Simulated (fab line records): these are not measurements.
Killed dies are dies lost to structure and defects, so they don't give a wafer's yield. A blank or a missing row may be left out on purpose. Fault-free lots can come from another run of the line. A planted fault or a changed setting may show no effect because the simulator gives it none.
fab line records | flow gf180mcu | part 1 of 2: steps 1 to 28 of 41
record: lots: 5 | wafers: 15 | last-day: 34
route steps=602 shown V2@406 M3@409 V3@429
lots that met no fault: from a run of the same line without faults
start-h: hours from the record's first day to the start of the lot's first wafer shown | wait-h: time in hours since the lot's previous step | " same as the row above | L1.1+2: a single row standing in for several wafers | - no value, or no start given | * or withheld: withheld | < > ~ a bound
route shown NAME@n: NAME is a module with steps in the file, n the number in the route of the first one | usual: average and standard deviation across the fault-free wafers | same: alike in all rows | chamber/n: place in a boat | sites: readings site by site | _std_site: the values' standard deviation | _edge_site: outer sites' mean less inner sites' | radius-mm: how far each site lies from the wafer's centre | mask NAME#n: copy n | behind: the most recent tool/chamber to have shaped the wafer | hold: what put the lot on hold/how long, in hours/how the hold closed | device: transistor that didn't switch, given as n, p or np | end of line: at the end of the route, the tests of the same wafers | for a step that has no rows: nothing shown but its recipe | killed: not the wafer's yield, but the dies lost to structure and defects at the first sort | map: a wafer's dies, x killed, . not, _ none there
set.NAME: setting as actually run; set.NAME@STEP: the setting as run at that earlier step | model.NAME: the simulator's own value behind a step, which no gauge read
lots at selected steps of the route; one table per step, one row per wafer
services: a tool's chamber out of use, with start hour (start-h, from the record's first day; less than 0 if before it), hours out, and reason
== steps ==
step: GF_V2_RS_MEAS_24
recipe: thk-meas-gauge: four-point-probe | reads: W_of_V2_CVD_23+TiN_of_V2_SPUTTER_22+Ti_of_V2_SPUTTER_21
usual: V2_W_RS: 0.329/0.0045
lot.wafer | tool          | chamber | start-h | wait-h | V2_W_RS[ohm/sq]
L074.4    | film-metro-02 | -       | 465.69  | 0.1    | 0.328
L074.5    | "             | -       | "       | "      | 0.323
L074.6    | "             | -       | "       | "      | 0.332
L079.1    | film-metro-01 | -       | 514.15  | 0.1    | 0.335
L079.3    | "             | -       | "       | "      | 0.337
L079.6    | "             | -       | "       | "      | 0.333
L087.1    | film-metro-04 | -       | 576.99  | 0.1    | 0.327
L087.3    | "             | -       | "       | "      | 0.329
L087.4    | "             | -       | "       | "      | 0.333
L090.1    | film-metro-04 | -       | 599.18  | 0.1    | 0.324
L090.3    | "             | -       | "       | "      | 0.326
L090.5    | "             | -       | "       | "      | 0.328
L096.3    | film-metro-01 | -       | 641.98  | 0.1    | 0.325
L096.5    | "             | -       | "       | "      | 0.322
L096.6    | "             | -       | "       | "      | 0.329
step: GF_V2_THK_MEAS_25
recipe: thk-meas-gauge: xrf | reads: W_of_V2_CVD_23
usual: V2_W_THK: 350/5
lot.wafer | tool          | chamber | start-h | wait-h | V2_W_THK[nm]
L074.4    | film-metro-02 | -       | 465.78  | 0.1    | 353
L074.5    | "             | -       | "       | "      | 357
L074.6    | "             | -       | "       | "      | 347
L079.1    | film-metro-01 | -       | 514.27  | 0.1    | 347
L079.3    | "             | -       | "       | "      | 347
L079.6    | "             | -       | "       | "      | 352
L087.1    | film-metro-04 | -       | 577.11  | 0.1    | 352
L087.3    | "             | -       | "       | "      | 350
L087.4    | "             | -       | "       | "      | 347
L090.1    | film-metro-04 | -       | 599.30  | 0.1    | 357
L090.3    | "             | -       | "       | "      | 355
L090.5    | "             | -       | "       | "      | 352
L096.3    | film-metro-01 | -       | 642.08  | 0.1    | 352
L096.5    | "             | -       | "       | "      | 354
L096.6    | "             | -       | "       | "      | 348
step: GF_V2_CMP_26
recipe: stop-on: SiO2 | down-force-psi: 3.5 | platen-rpm: 60 | t-overpolish-s: 15 | target-thk-nm: 0 | pad-velocity-m-s: 0.94248
usual: motor-current-A: 11.1/1.8 | overpolish-run-s: 15.001/0.0085 | retaining-ring-pressure-frac: 0.999/0.0052 | time-to-endpoint-s: 83/4.7
lot.wafer | tool   | chamber | start-h | wait-h | motor-current-A | overpolish-run-s | retaining-ring-pressure-frac | time-to-endpoint-s
L074.4    | cmp-02 | 2       | 465.96  | 0.2    | 11.7            | 14.994           | 0.990                        | 85
L074.5    | "      | 3       | "       | "      | 10.3            | 14.999           | 0.994                        | 82
L074.6    | "      | 0       | "       | "      | 10.7            | 14.995           | 1.009                        | 79
L079.1    | cmp-02 | 3       | 514.38  | 0.1    | 9.0             | 15.008           | 0.996                        | 78
L079.3    | "      | 0       | "       | "      | 11.5            | 15.017           | 0.996                        | 76
L079.6    | "      | 3       | "       | "      | 9.5             | 15.006           | 0.999                        | 77
L087.1    | cmp-01 | 3       | 577.29  | 0.2    | 11.0            | 14.995           | 0.994                        | 90
L087.3    | "      | 0       | "       | "      | 8.8             | 15.004           | 1.000                        | 94
L087.4    | "      | 1       | "       | "      | 9.7             | 15.009           | 0.996                        | 83
L090.3    | cmp-01 | 2       | 599.99  | 0.7    | 11.2            | 15.017           | 1.000                        | 89
L090.1    | "      | 3       | "       | "      | 10.6            | 15.007           | 0.989                        | 93
L090.5    | "      | 1       | "       | "      | 8.7             | 14.985           | 1.001                        | 84
L096.3    | cmp-02 | 3       | 642.36  | 0.3    | 9.4             | 15.010           | 0.987                        | 82
L096.6    | "      | 0       | "       | "      | 10.7            | 15.008           | 0.999                        | 79
L096.5    | "      | 1       | "       | "      | 14.6            | 14.996           | 0.998                        | 85
step: GF_M3_SPUTTER_00
recipe: material: Ti | target-thk-nm: 37.5 | arriving-ion-energy-ev: 80 | substrate-temp-c: 200 | chamber-pressure-pa: 2 | power-w: 4000 | time-s: 150
usual: chamber-pressure-pa: 2.000/0.004 | throttle-valve-pct: 30.3/1.3
lot.wafer | tool           | chamber | start-h | wait-h | chamber-pressure-pa | throttle-valve-pct
L074.4    | pvd-sputter-01 | -       | 466.11  | 0.1    | 2.005               | 29.9
L074.5    | "              | -       | "       | "      | 1.997               | 29.8
L074.6    | "              | -       | "       | "      | 1.996               | 29.6
L079.1    | pvd-sputter-01 | -       | 514.63  | 0.2    | 2.004               | 29.5
L079.3    | "              | -       | "       | "      | 1.995               | 29.6
L079.6    | "              | -       | "       | "      | 1.998               | 30.0
L087.1    | pvd-sputter-04 | -       | 577.59  | 0.2    | 1.998               | 32.2
L087.3    | "              | -       | "       | "      | 1.993               | 29.0
L087.4    | "              | -       | "       | "      | 2.002               | 28.1
L090.1    | pvd-sputter-03 | -       | 600.24  | 0.1    | 2.000               | 30.5
L090.3    | "              | -       | "       | "      | 1.998               | 31.1
L090.5    | "              | -       | "       | "      | 1.993               | 30.8
L096.3    | pvd-sputter-04 | -       | 642.51  | 0.1    | 2.002               | 28.3
L096.5    | "              | -       | "       | "      | 2.004               | 32.1
L096.6    | "              | -       | "       | "      | 1.994               | 31.7
step: GF_M3_SPUTTER_01
recipe: material: TiN | target-thk-nm: 30 | power-w: 6500 | time-s: 25 | chamber-pressure-pa: 0.4
usual: chamber-pressure-pa: 0.3999/0.00073 | throttle-valve-pct: 30.3/1.3
lot.wafer | tool           | chamber | start-h | wait-h | chamber-pressure-pa | throttle-valve-pct
L074.4    | pvd-sputter-01 | -       | 466.21  | 0.1    | 0.3995              | 30.0
L074.5    | "              | -       | "       | "      | 0.3994              | 29.7
L074.6    | "              | -       | "       | "      | 0.4001              | 29.6
L079.1    | pvd-sputter-01 | -       | 514.73  | 0.1    | 0.3999              | 30.2
L079.3    | "              | -       | "       | "      | 0.3997              | 29.4
L079.6    | "              | -       | "       | "      | 0.4011              | 29.7
L087.1    | pvd-sputter-04 | -       | 577.69  | 0.1    | 0.3999              | 31.9
L087.3    | "              | -       | "       | "      | 0.4008              | 29.0
L087.4    | "              | -       | "       | "      | 0.3993              | 28.3
L090.1    | pvd-sputter-03 | -       | 600.34  | 0.1    | 0.3997              | 30.6
L090.3    | "              | -       | "       | "      | 0.4005              | 30.8
L090.5    | "              | -       | "       | "      | 0.3994              | 30.8
L096.3    | pvd-sputter-04 | -       | 642.61  | 0.1    | 0.4016              | 28.4
L096.5    | "              | -       | "       | "      | 0.3990              | 32.0
L096.6    | "              | -       | "       | "      | 0.4005              | 31.3
step: GF_M3_SPUTTER_02
recipe: material: AlCu | target-thk-nm: 450 | power-w: 10600 | time-s: 23.9 | chamber-pressure-pa: 0.4
usual: chamber-pressure-pa: 0.4000/0.00081 | throttle-valve-pct: 30.4/1.3
lot.wafer | tool           | chamber | start-h | wait-h | chamber-pressure-pa | throttle-valve-pct
L074.4    | pvd-sputter-01 | -       | 466.24  | 0.0    | 0.3999              | 29.9
L074.5    | "              | -       | "       | "      | 0.3999              | 29.9
L074.6    | "              | -       | "       | "      | 0.3996              | 29.8
L079.1    | pvd-sputter-01 | -       | 514.76  | 0.0    | 0.3997              | 29.9
L079.3    | "              | -       | "       | "      | 0.4001              | 29.5
L079.6    | "              | -       | "       | "      | 0.3999              | 30.0
L087.1    | pvd-sputter-04 | -       | 577.72  | 0.0    | 0.3997              | 32.2
L087.3    | "              | -       | "       | "      | 0.4006              | 28.9
L087.4    | "              | -       | "       | "      | 0.3985              | 28.3
L090.1    | pvd-sputter-03 | -       | 600.37  | 0.0    | 0.3989              | 30.6
L090.3    | "              | -       | "       | "      | 0.4004              | 30.5
L090.5    | "              | -       | "       | "      | 0.3995              | 30.7
L096.3    | pvd-sputter-04 | -       | 642.64  | 0.0    | 0.3991              | 28.3
L096.5    | "              | -       | "       | "      | 0.3996              | 32.0
L096.6    | "              | -       | "       | "      | 0.4001              | 31.5
step: GF_M3_SPUTTER_03
recipe: material: Ti | target-thk-nm: 10 | substrate-temp-c: 300 | chamber-pressure-pa: 0.3 | power-w: 3000 | time-s: 6.7
usual: chamber-pressure-pa: 0.2999/0.00059 | throttle-valve-pct: 30.3/1.3
lot.wafer | tool           | chamber | start-h | wait-h | chamber-pressure-pa | throttle-valve-pct
L074.4    | pvd-sputter-01 | -       | 466.27  | 0.0    | 0.2994              | 29.9
L074.5    | "              | -       | "       | "      | 0.3001              | 29.8
L074.6    | "              | -       | "       | "      | 0.3002              | 29.8
L079.1    | pvd-sputter-01 | -       | 514.79  | 0.0    | 0.3007              | 29.9
L079.3    | "              | -       | "       | "      | 0.2990              | 29.3
L079.6    | "              | -       | "       | "      | 0.2997              | 29.9
L087.1    | pvd-sputter-04 | -       | 577.75  | 0.0    | 0.3003              | 32.1
L087.3    | "              | -       | "       | "      | 0.2999              | 28.9
L087.4    | "              | -       | "       | "      | 0.3000              | 28.3
L090.1    | pvd-sputter-03 | -       | 600.40  | 0.0    | 0.3003              | 30.9
L090.3    | "              | -       | "       | "      | 0.2999              | 31.0
L090.5    | "              | -       | "       | "      | 0.2995              | 31.0
L096.3    | pvd-sputter-04 | -       | 642.67  | 0.0    | 0.3004              | 27.9
L096.5    | "              | -       | "       | "      | 0.3003              | 32.1
L096.6    | "              | -       | "       | "      | 0.3002              | 31.8
step: GF_M3_SPUTTER_04
recipe: material: TiN | target-thk-nm: 50 | power-w: 6500 | time-s: 41.7 | chamber-pressure-pa: 0.4
usual: chamber-pressure-pa: 0.3999/0.00099 | throttle-valve-pct: 30.3/1.3
lot.wafer | tool           | chamber | start-h | wait-h | chamber-pressure-pa | throttle-valve-pct
L074.4    | pvd-sputter-01 | -       | 466.29  | 0.0    | 0.4005              | 29.8
L074.5    | "              | -       | "       | "      | 0.3990              | 29.8
L074.6    | "              | -       | "       | "      | 0.3992              | 29.7
L079.1    | pvd-sputter-01 | -       | 514.81  | 0.0    | 0.4002              | 29.8
L079.3    | "              | -       | "       | "      | 0.3989              | 29.5
L079.6    | "              | -       | "       | "      | 0.4000              | 29.7
L087.1    | pvd-sputter-04 | -       | 577.77  | 0.0    | 0.3991              | 32.3
L087.3    | "              | -       | "       | "      | 0.3999              | 29.0
L087.4    | "              | -       | "       | "      | 0.4008              | 28.3
L090.1    | pvd-sputter-03 | -       | 600.42  | 0.0    | 0.4000              | 30.8
L090.3    | "              | -       | "       | "      | 0.3993              | 30.8
L090.5    | "              | -       | "       | "      | 0.3932              | 30.9
L096.3    | pvd-sputter-04 | -       | 642.69  | 0.0    | 0.3989              | 28.5
L096.5    | "              | -       | "       | "      | 0.4010              | 32.2
L096.6    | "              | -       | "       | "      | 0.4001              | 31.5
step: GF_M3_RS_MEAS_05
recipe: thk-meas-gauge: four-point-probe | reads: TiN_of_M3_SPUTTER_04+Ti_of_M3_SPUTTER_03+AlCu_of_M3_SPUTTER_02+TiN_of_M3_SPUTTER_01+Ti_of_M3_SPUTTER_00
usual: M3_ALCU_RS: 0.0697/0.00094
lot.wafer | tool          | chamber | start-h | wait-h | M3_ALCU_RS[ohm/sq]
L074.4    | film-metro-03 | -       | 466.39  | 0.1    | 0.0713
L074.5    | "             | -       | "       | "      | 0.0709
L074.6    | "             | -       | "       | "      | 0.0707
L079.1    | film-metro-03 | -       | 514.85  | 0.0    | 0.0702
L079.3    | "             | -       | "       | "      | 0.0693
L079.6    | "             | -       | "       | "      | 0.0702
L087.1    | film-metro-04 | -       | 577.81  | 0.0    | 0.0707
L087.3    | "             | -       | "       | "      | 0.0691
L087.4    | "             | -       | "       | "      | 0.0699
L090.1    | film-metro-02 | -       | 600.46  | 0.0    | 0.0681
L090.3    | "             | -       | "       | "      | 0.0674
L090.5    | "             | -       | "       | "      | 0.0674
L096.3    | film-metro-04 | -       | 642.77  | 0.1    | 0.0696
L096.5    | "             | -       | "       | "      | 0.0705
L096.6    | "             | -       | "       | "      | 0.0694
step: GF_M3_THK_MEAS_06
recipe: thk-meas-gauge: xrf | reads: AlCu_of_M3_SPUTTER_02
usual: M3_ALCU_THK: 437/6.1
lot.wafer | tool          | chamber | start-h | wait-h | M3_ALCU_THK[nm]
L074.4    | film-metro-03 | -       | 466.48  | 0.1    | 427
L074.5    | "             | -       | "       | "      | 430
L074.6    | "             | -       | "       | "      | 429
L079.1    | film-metro-03 | -       | 514.97  | 0.1    | 436
L079.3    | "             | -       | "       | "      | 440
L079.6    | "             | -       | "       | "      | 437
L087.1    | film-metro-04 | -       | 577.93  | 0.1    | 430
L087.3    | "             | -       | "       | "      | 439
L087.4    | "             | -       | "       | "      | 433
L090.1    | film-metro-02 | -       | 600.58  | 0.1    | 446
L090.3    | "             | -       | "       | "      | 451
L090.5    | "             | -       | "       | "      | 453
L096.3    | film-metro-04 | -       | 642.87  | 0.1    | 435
L096.5    | "             | -       | "       | "      | 432
L096.6    | "             | -       | "       | "      | 436
step: GF_M3_DEHYDRATE_07
recipe: temp-c: 200 | time-s: 60
lot.wafer  | tool           | chamber | start-h | wait-h
L074.4+5+6 | litho-track-02 | 0       | 478.34  | 11.8
L079.1+3+6 | litho-track-02 | 0       | 526.01  | 11.0
L087.1+3+4 | litho-track-01 | 0       | 587.70  | 9.8
L090.1+3+5 | litho-track-03 | 0       | 610.74  | 10.1
L096.3+5+6 | litho-track-02 | 0       | 652.06  | 9.2
step: GF_M3_HMDS_08
recipe: prime-time-s: 60 | prime-temp-c: 120
lot.wafer  | tool           | chamber | start-h | wait-h
L074.4+5+6 | litho-track-02 | 0       | 478.49  | 0.1
L079.1+3+6 | litho-track-02 | 0       | 526.16  | 0.1
L087.1+3+4 | litho-track-01 | 0       | 587.85  | 0.1
L090.1+3+5 | litho-track-03 | 0       | 610.89  | 0.1
L096.3+5+6 | litho-track-02 | 0       | 652.21  | 0.1
step: GF_M3_COAT_09
recipe: resist: KrF | spin-rpm: withheld | resist-thk-nm: 1000
lot.wafer  | tool           | chamber | start-h | wait-h
L074.4+5+6 | litho-track-02 | 0       | 478.64  | 0.1
L079.1+3+6 | litho-track-02 | 0       | 526.31  | 0.1
L087.1+3+4 | litho-track-01 | 0       | 588.00  | 0.1
L090.1+3+5 | litho-track-03 | 0       | 611.04  | 0.1
L096.3+5+6 | litho-track-02 | 0       | 652.36  | 0.1
step: GF_M3_SOFTBAKE_10
recipe: temp-c: 130 | time-s: 60 | resist: KrF
lot.wafer  | tool           | chamber | start-h | wait-h
L074.4+5+6 | litho-track-02 | 0       | 478.79  | 0.1
L079.1+3+6 | litho-track-02 | 0       | 526.46  | 0.1
L087.1+3+4 | litho-track-01 | 0       | 588.15  | 0.1
L090.1+3+5 | litho-track-03 | 0       | 611.19  | 0.1
L096.3+5+6 | litho-track-02 | 0       | 652.51  | 0.1
step: GF_M3_EXPOSE_11
recipe: mask-id: Metal3 | target-cd-nm: 280 | na: 0.68 | source-shape: conventional | sigma-outer: 0.6 | dose-mj: 28
lot.wafer  | tool           | chamber | start-h | wait-h | mask
L074.4+5+6 | krf-scanner-02 | 0       | -       | -      | Metal3#0
L079.1+3+6 | krf-scanner-01 | 0       | -       | -      | Metal3#0
L087.1+3+4 | krf-scanner-02 | 0       | -       | -      | Metal3#0
L090.1+3+5 | krf-scanner-02 | 0       | -       | -      | Metal3#0
L096.3+5+6 | krf-scanner-01 | 0       | -       | -      | Metal3#0
step: GF_M3_PEB_12
recipe: peb-temp-c: 135 | peb-time-s: 90 | resist: KrF
lot.wafer  | tool           | chamber | start-h | wait-h
L074.4+5+6 | litho-track-02 | 0       | -       | -
L079.1+3+6 | litho-track-02 | 0       | -       | -
L087.1+3+4 | litho-track-02 | 0       | -       | -
L090.1+3+5 | litho-track-02 | 0       | -       | -
L096.3+5+6 | litho-track-02 | 0       | -       | -
step: GF_M3_DEVELOP_13
recipe: develop-time-s: 60 | dev-temp-c: 21
lot.wafer  | tool           | chamber | start-h | wait-h
L074.4+5+6 | litho-track-02 | 0       | 490.24  | 0.1
L079.1+3+6 | litho-track-02 | 0       | 537.51  | 0.2
L087.1+3+4 | litho-track-02 | 0       | 598.21  | 0.2
L090.1+3+5 | litho-track-02 | 0       | 621.41  | 0.2
L096.3+5+6 | litho-track-02 | 0       | 662.06  | 0.1
step: GF_M3_CD_MEAS_14
recipe: target-cd-nm: 280
usual: cd-nm: 279.5/1.1
lot.wafer | tool      | chamber | start-h | wait-h | cd-nm
L074.4    | cd-sem-02 | -       | 490.37  | 0.1    | 281.5
L074.5    | "         | -       | "       | "      | 281.0
L074.6    | "         | -       | "       | "      | 279.6
L079.1    | cd-sem-01 | -       | 537.66  | 0.1    | 278.6
L079.3    | "         | -       | "       | "      | 280.4
L079.6    | "         | -       | "       | "      | 279.5
L087.1    | cd-sem-02 | -       | 598.36  | 0.1    | 279.4
L087.3    | "         | -       | "       | "      | 280.5
L087.4    | "         | -       | "       | "      | 279.8
L090.1    | cd-sem-02 | -       | 621.56  | 0.1    | 280.4
L090.3    | "         | -       | "       | "      | 280.3
L090.5    | "         | -       | "       | "      | 281.5
L096.3    | cd-sem-02 | -       | 662.20  | 0.1    | 281.5
L096.5    | "         | -       | "       | "      | 280.7
L096.6    | "         | -       | "       | "      | 280.4
step: GF_M3_OVL_MEAS_15
usual: M3_OVL: 5/6.2
lot.wafer | tool       | chamber | start-h | wait-h | M3_OVL[nm]
L074.4    | overlay-01 | -       | 490.45  | 0.1    | 1
L074.5    | "          | -       | "       | "      | -1
L074.6    | "          | -       | "       | "      | 10
L079.1    | overlay-02 | -       | 537.78  | 0.1    | 5
L079.3    | "          | -       | "       | "      | 14
L079.6    | "          | -       | "       | "      | 8
L087.1    | overlay-01 | -       | 598.48  | 0.1    | -4
L087.3    | "          | -       | "       | "      | -2
L087.4    | "          | -       | "       | "      | 10
L090.1    | overlay-02 | -       | 621.68  | 0.1    | -6
L090.3    | "          | -       | "       | "      | 1
L090.5    | "          | -       | "       | "      | 2
L096.3    | overlay-02 | -       | 662.29  | 0.1    | 11
L096.5    | "          | -       | "       | "      | 5
L096.6    | "          | -       | "       | "      | 7
step: GF_M3_METAL_ETCH_16
recipe: chemistry: Cl2/BCl3 | mask-material: KrF | target-depth-nm: 750.8 | stop-on: SiO2 | pressure-mtorr: 8 | icp-w: 800 | bias-w: 140 | Cl2_flow_sccm: 80 | bcl3-flow-sccm: 40 | time-s: 125.1
usual: drypump-motor-current-A: 6.2/0.33 | oes-product-au: 0.991/0.007 | throttle-valve-pct: 28.228/0.01
lot.wafer | tool         | chamber | start-h | wait-h | drypump-motor-current-A | oes-product-au | rf-hours-counter-h | throttle-valve-pct
L074.4    | rie-metal-03 | 0       | 490.60  | 0.1    | 5.7                     | 0.995          | -                  | 28.222
L074.5    | "            | 0       | "       | "      | 5.7                     | 0.995          | -                  | 28.208
L074.6    | "            | 0       | "       | "      | 5.7                     | 1.002          | -                  | 28.229
L079.1    | rie-metal-02 | 0       | 537.82  | 0.0    | 5.8                     | 0.987          | 13                 | 28.242
L079.3    | "            | 0       | "       | "      | 5.8                     | 0.986          | -                  | 28.241
L079.6    | "            | 0       | "       | "      | 5.8                     | 0.992          | -                  | 28.222
L087.1    | rie-metal-02 | 1       | 598.52  | 0.0    | 6.7                     | 0.993          | 0                  | 28.219
L087.3    | "            | 0       | "       | "      | 5.8                     | 0.988          | -                  | 28.241
L087.4    | "            | 1       | "       | "      | 6.6                     | 0.992          | -                  | 28.238
L090.1    | rie-metal-02 | 1       | 621.72  | 0.0    | 6.7                     | 1.004          | 1                  | 28.227
L090.3    | "            | 1       | "       | "      | 6.6                     | 0.995          | -                  | 28.224
L090.5    | "            | 1       | "       | "      | 6.7                     | 0.993          | -                  | 28.233
L096.3    | rie-metal-03 | 1       | 662.36  | 0.1    | 6.0                     | 0.974          | -                  | 28.257
L096.5    | "            | 0       | "       | "      | 5.8                     | 0.990          | -                  | 28.226
L096.6    | "            | 1       | "       | "      | 6.0                     | 0.985          | -                  | 28.222
step: GF_M3_STRIP_17
recipe: chemistry: O2/N2 | power-w: 1400 | pressure-mtorr: 1500 | platen-temp-c: 250 | o2-flow-sccm: 3000 | n2-flow-sccm: 300 | overash-fraction: 0.5
usual: drypump-motor-current-A: 5.5/0.52 | heater-power-w: 321/16 | oes-product-au: 0.537/0.0052 | strip-time-to-endpoint-s: 7.38/0.058
lot.wafer | tool            | chamber | start-h | wait-h | drypump-motor-current-A | heater-power-w | oes-product-au | rf-hours-counter-h | strip-time-to-endpoint-s
L074.4    | plasma-asher-03 | 1       | 490.76  | 0.1    | 5.6                     | 280            | 0.536          | -                  | 7.31
L074.5    | "               | 0       | "       | "      | 5.7                     | 311            | 0.537          | -                  | 7.33
L074.6    | "               | 1       | "       | "      | 5.6                     | 287            | 0.541          | -                  | 7.31
L079.1    | plasma-asher-02 | 0       | 537.95  | 0.1    | 6.0                     | 329            | 0.553          | 11                 | 7.46
L079.3    | "               | 1       | "       | "      | 4.8                     | 316            | 0.531          | -                  | 7.42
L079.6    | "               | 1       | "       | "      | 4.8                     | 326            | 0.543          | -                  | 7.44
L087.1    | plasma-asher-02 | 0       | 598.64  | 0.1    | 6.0                     | 323            | 0.536          | 18                 | 7.37
L087.3    | "               | 0       | "       | "      | 6.0                     | 323            | 0.536          | -                  | 7.38
L087.4    | "               | 1       | "       | "      | 4.8                     | 322            | 0.539          | -                  | 7.37
L090.1    | plasma-asher-02 | 0       | 621.84  | 0.1    | 6.0                     | 321            | 0.538          | 20                 | 7.32
L090.3    | "               | 1       | "       | "      | 4.8                     | 319            | 0.534          | -                  | 7.33
L090.5    | "               | 0       | "       | "      | 6.0                     | 322            | 0.532          | -                  | 7.33
L096.3    | plasma-asher-02 | 0       | 662.48  | 0.1    | 6.0                     | 330            | 0.544          | -                  | 7.45
L096.5    | "               | 1       | "       | "      | 4.8                     | 322            | 0.539          | -                  | 7.37
L096.6    | "               | 0       | "       | "      | 6.0                     | 334            | 0.541          | -                  | 7.42
step: GF_M3_STRIP_18
recipe: chemistry: post-etch-residue-remover | time-s: 1200 | temp-c: 72.5
lot.wafer  | tool         | chamber | start-h | wait-h
L074.4+5+6 | wet-bench-01 | 0       | 490.83  | 0.0
L079.1+3+6 | wet-bench-01 | 0       | 538.05  | 0.1
L087.1+3+4 | wet-bench-03 | 0       | 598.74  | 0.1
L090.1+3+5 | wet-bench-03 | 0       | 621.94  | 0.1
L096.3+5+6 | wet-bench-01 | 3       | 662.54  | 0.0
step: GF_M3_CLEAN_19
recipe: chemistry: DIW | dry: n2-spin
lot.wafer  | tool         | chamber | start-h | wait-h
L074.4+5+6 | wet-bench-04 | 1       | 491.17  | 0.0
L079.1+3+6 | wet-bench-03 | 2       | 538.39  | 0.0
L087.1+3+4 | wet-bench-01 | 2       | 599.12  | 0.0
L090.1+3+5 | wet-bench-01 | 1       | 622.29  | 0.0
L096.3+5+6 | wet-bench-04 | 2       | 663.23  | 0.0
step: GF_V3_CVD_00
recipe: material: SiO2 | target-thk-nm: 600 | sigma-open-frac: 0.3 | temp-c: 400 | time-s: 100 | sih4-flow-sccm: 57.21 | pressure-mtorr: 6
lot.wafer  | tool      | chamber | start-h | wait-h
L074.4+5+6 | hdpcvd-01 | 2,0,1   | 491.30  | 0.0
L079.1+3+6 | hdpcvd-02 | 2,2,1   | 538.48  | 0.0
L087.1+3+4 | hdpcvd-01 | 2,0,2   | 599.21  | 0.0
L090.1+3+5 | hdpcvd-01 | 0,2,0   | 622.39  | 0.0
L096.3+5+6 | hdpcvd-02 | 2,0,2   | 663.35  | 0.0
step: GF_V3_THK_MEAS_01
recipe: reads: SiO2_of_V3_CVD_00
usual: V3_CVD_00_THK: 570/6
lot.wafer | tool          | chamber | start-h | wait-h | V3_CVD_00_THK[nm]
L074.4    | film-metro-03 | -       | 491.37  | 0.0    | 561
L074.5    | "             | -       | "       | "      | 570
L074.6    | "             | -       | "       | "      | 568
L079.1    | film-metro-01 | -       | 538.59  | 0.1    | 560
L079.3    | "             | -       | "       | "      | 562
L079.6    | "             | -       | "       | "      | 571
L087.1    | film-metro-03 | -       | 599.28  | 0.0    | 570
L087.3    | "             | -       | "       | "      | 582
L087.4    | "             | -       | "       | "      | 569
L090.1    | film-metro-01 | -       | 622.49  | 0.1    | 578
L090.3    | "             | -       | "       | "      | 572
L090.5    | "             | -       | "       | "      | 577
L096.3    | film-metro-04 | -       | 663.45  | 0.1    | 570
L096.5    | "             | -       | "       | "      | 571
L096.6    | "             | -       | "       | "      | 572
step: GF_V3_CVD_02
recipe: material: SiO2 | target-thk-nm: 850 | precursor: TEOS | temp-c: 400 | time-s: 94.851 | rf-w: 600
usual: heater-power-w: 631/93
lot.wafer | tool     | chamber | start-h | wait-h | heater-power-w
L074.4    | pecvd-03 | 0       | 491.43  | 0.1    | 721
L074.5    | "        | 1       | "       | "      | 555
L074.6    | "        | 2       | "       | "      | 622
L079.1    | pecvd-01 | 1       | 538.65  | 0.1    | 656
L079.3    | "        | 2       | "       | "      | 494
L079.6    | "        | 0       | "       | "      | 631
L087.1    | pecvd-01 | 2       | 599.34  | 0.1    | 578
L087.3    | "        | 0       | "       | "      | 631
L087.4    | "        | 0       | "       | "      | 650
L090.1    | pecvd-01 | 2       | 622.55  | 0.1    | 569
L090.3    | "        | 1       | "       | "      | 723
L090.5    | "        | 0       | "       | "      | 529
L096.3    | pecvd-02 | 1       | 663.49  | 0.0    | 598
L096.5    | "        | 2       | "       | "      | 467
L096.6    | "        | 1       | "       | "      | 628
step: GF_V3_THK_MEAS_03
recipe: reads: SiO2_of_V3_CVD_02
usual: V3_CVD_02_THK: 853/14
lot.wafer | tool          | chamber | start-h | wait-h | V3_CVD_02_THK[nm]
L074.4    | film-metro-04 | -       | 491.50  | 0.0    | 853
L074.5    | "             | -       | "       | "      | 861
L074.6    | "             | -       | "       | "      | 872
L079.1    | film-metro-03 | -       | 538.72  | 0.0    | 843
L079.3    | "             | -       | "       | "      | 861
L079.6    | "             | -       | "       | "      | 861
L087.1    | film-metro-01 | -       | 599.41  | 0.0    | 845
L087.3    | "             | -       | "       | "      | 826
L087.4    | "             | -       | "       | "      | 847
L090.1    | film-metro-01 | -       | 622.62  | 0.0    | 859
L090.3    | "             | -       | "       | "      | 855
L090.5    | "             | -       | "       | "      | 847
L096.3    | film-metro-03 | -       | 663.58  | 0.1    | 845
L096.5    | "             | -       | "       | "      | 862
L096.6    | "             | -       | "       | "      | 844
step: GF_V3_CMP_04
recipe: material: SiO2 | down-force-psi: 4 | platen-rpm: 60 | pad-velocity-m-s: 0.94248
usual: motor-current-A: 11.9/2 | retaining-ring-pressure-frac: 0.999/0.0052 | time-to-endpoint-s: 80/5.9
lot.wafer | tool   | chamber | start-h | wait-h | motor-current-A | retaining-ring-pressure-frac | time-to-endpoint-s
L074.4    | cmp-02 | 2       | 491.58  | 0.1    | 12.5            | 0.999                        | 88
L074.5    | "      | 1       | "       | "      | 16.1            | 0.999                        | 86
L074.6    | "      | 2       | "       | "      | 12.7            | 0.997                        | 94
L079.3    | cmp-01 | 0       | 538.78  | 0.0    | 9.7             | 0.997                        | 85
L079.1    | "      | 2       | "       | "      | 12.5            | 0.994                        | 74
L079.6    | "      | 0       | "       | "      | 10.1            | 0.997                        | 83
L087.3    | cmp-02 | 2       | 600.13  | 0.7    | 13.4            | 0.999                        | 71
L087.4    | "      | 3       | "       | "      | 10.0            | 1.004                        | 76
L087.1    | "      | 1       | "       | "      | 16.5            | 0.995                        | 76
L090.1    | cmp-02 | 1       | 622.78  | 0.1    | 15.8            | 1.001                        | 82
L090.3    | "      | 2       | "       | "      | 12.4            | 1.003                        | 82
L090.5    | "      | 0       | "       | "      | 12.6            | 1.000                        | 70
L096.3    | cmp-02 | 1       | 663.62  | 0.0    | 15.7            | 0.998                        | 75
L096.5    | "      | 1       | "       | "      | 15.7            | 1.001                        | 76
L096.6    | "      | 2       | "       | "      | 12.9            | 1.001                        | 74
